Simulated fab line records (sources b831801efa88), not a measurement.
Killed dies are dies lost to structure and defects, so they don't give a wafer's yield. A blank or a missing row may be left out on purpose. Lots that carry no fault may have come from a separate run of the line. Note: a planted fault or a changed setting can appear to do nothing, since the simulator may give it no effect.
Problem report in the 8D (eight disciplines) form, filled by code -- flow gf180mcu -- the parts of the form that need people (team, actions taken, sign-off) are left out

1. PROBLEM STATEMENT
oes product au at GF_DUAL_GATE_STRIP_13 reads a mean of 0.756 a.u. on 4 wafers of 2 lots; wafers without a fault read 0.716 a.u. with a standard deviation of 0.0048. Relative to the usual mean, that is a shift of +8.4 standard deviations.
The step: strips in O2/N2.
Earliest sighting: wafer L372.2 on plasma asher-02 at day 9 19:04. At this step, 39 wafers from 13 lots have a number in the record. Rule for "out", or "out of limits": more than 4 standard deviations from the usual mean. The other wafers with a number count as sound.

2. WHAT THIS IS AND IS NOT
question,is,is not
which readings at this step,oes product au,"drypump motor current A, heater power w, strip time to endpoint s"
which lots,"L372, L376","L367, L368, L369, L381, L383, L384, L386, L387, L388, L389, L390"
which wafers of those lots,"L372.2, L372.5, L376.2, L376.4","L372.4, L376.3"
read on which tools,plasma asher-02,"plasma asher-01, plasma asher-03"
when,from day 9 19:04,"up to then (10 sound wafers); but 25 sound wafers of L376, L381, L383, L384, L386, L387, L388, L389, L390 came after"

3. WHAT RULES OUT EACH SUSPECT
Counting: a tool at a process step up to the reading stays a suspect if it ran every lot that is out. Sound lots after the first of them don't rule it out here, since some wafers of a struck lot are sound.
- plasma asher-02 at GF_DUAL_GATE_STRIP_13 (strips in O2/N2): kept. It ran every lot that is out, first L372 (day 9 19:04). Its own oes product au readings are out on those wafers.
- Within plasma asher-02 at GF_DUAL_GATE_STRIP_13, the wafers that are out were processed in chamber 0 and their sound lot-mates in chamber 1.
Left after counting: plasma asher-02 at GF_DUAL_GATE_STRIP_13.

4. THE CAUSE (what the simulator had put in)
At GF_DUAL_GATE_STRIP_13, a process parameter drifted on plasma asher-02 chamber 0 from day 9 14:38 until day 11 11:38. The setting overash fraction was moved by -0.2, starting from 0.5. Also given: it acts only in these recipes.
Only this tool survived the counting.

5. THE EFFECT CHAIN, in route order
Each row: a reading whose mean over the struck wafers that have a number lies more than 3 standard deviations from the usual. Scope: only readings with a usual standard deviation given in the record; hours: median across lots of the time from each lot's start at the first step in this table that gives one to its start at this step; sigmas: change in usual standard deviations.
hours,step,reading,usual,on struck wafers,change,sigmas
0,GF_DUAL_GATE_STRIP_13,oes product au,0.716 a.u.,0.756,+0.040,+8.4
Process steps it contains:
- GF_DUAL_GATE_STRIP_13: strips in O2/N2.
Later measuring or inspecting steps at which every struck wafer that the step has a row for has a number for every such reading, and none has moved that far: GF_V4_THK_MEAS_01.

6. WHAT WOULD HAVE CAUGHT IT SOONER
First out-of-limits reading in this record: day 9 19:04, which is 4 hours after fault onset at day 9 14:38.
